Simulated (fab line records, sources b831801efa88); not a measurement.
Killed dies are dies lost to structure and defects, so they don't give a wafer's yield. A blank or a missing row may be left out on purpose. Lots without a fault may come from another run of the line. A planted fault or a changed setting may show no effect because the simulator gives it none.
Which tool did it? | flow gf180mcu | 6 lots, 18 wafers sampled, at 2 steps of a route of 602

WHAT THE GAUGES READ, wafer by wafer
GF_VT_IMPLANT_RS_MEAS_47: measures by four-point-probe.
lot  | measured     | on            | NWELL_RS (ohm/sq)
L469 | day 7 21:50  | film_metro-01 | 486.1 485.4 485.6
L472 | day 8 18:05  | film_metro-03 | 487.7 487.1 486.6
L474 | day 9 07:44  | film_metro-01 | 487.5 488.0 487.8
L477 | day 10 03:22 | film_metro-01 | 499.2 500.7 499.0
L479 | day 10 15:25 | film_metro-04 | 500.3 501.1 502.6
L489 | day 13 13:14 | film_metro-01 | 488.6 489.0 489.5

WHICH TOOL RAN EACH LOT (tool, then ch and the chambers of the sampled wafers, then the start)
lot  | GF_NWELL_IMPLANT_08
L469 | implanter-04 ch 0, day 3 13:23
L472 | implanter-04 ch 0, day 4 05:46
L474 | implanter-03 ch 0, day 4 15:31
L477 | implanter-03 ch 0, day 5 09:35
L479 | implanter-03 ch 0, day 5 18:50
L489 | implanter-02 ch 0, day 8 03:44
- GF_NWELL_IMPLANT_08

THE ANSWER, worked out from the rows above alone
Rule: what is usual is taken from the lots themselves. Put in order of their means at a reading, lots are off if they are a third of the lots or fewer, leave a main group of 4 or more, and stand apart from it by a gap of 3 or more times the standard deviation of the main group's means; of several such gaps the widest counts. A main group whose means are all the same, to the digits that the tables above print for the reading, isn't used. A lot without any number at a reading at which 4 lots or more have one is off too. The other lots that the step has rows for count as sound.
Off: L477, L479, at GF_VT_IMPLANT_RS_MEAS_47 (NWELL_RS). The main group: mean 487.4 ohm/sq, standard deviation 1.2.
A tool fits if, at a process step before that reading, it ran every lot that is off, and no sound lot after the first of them. The gauges at GF_VT_IMPLANT_RS_MEAS_47 are tried like those tools. One fits: implanter-03 at GF_NWELL_IMPLANT_08. Its last sound lot is L474 (day 4 15:31), its first lot that is off L477 (day 5 09:35): a fault that began between those two fits.

WHAT THE SIMULATOR HAD PUT IN
Process parameter drift: implanter-03, from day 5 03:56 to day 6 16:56, at GF_NWELL_IMPLANT_08. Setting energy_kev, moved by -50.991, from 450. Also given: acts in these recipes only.
Lots struck among those shown: L477, L479. The rule above found the same.
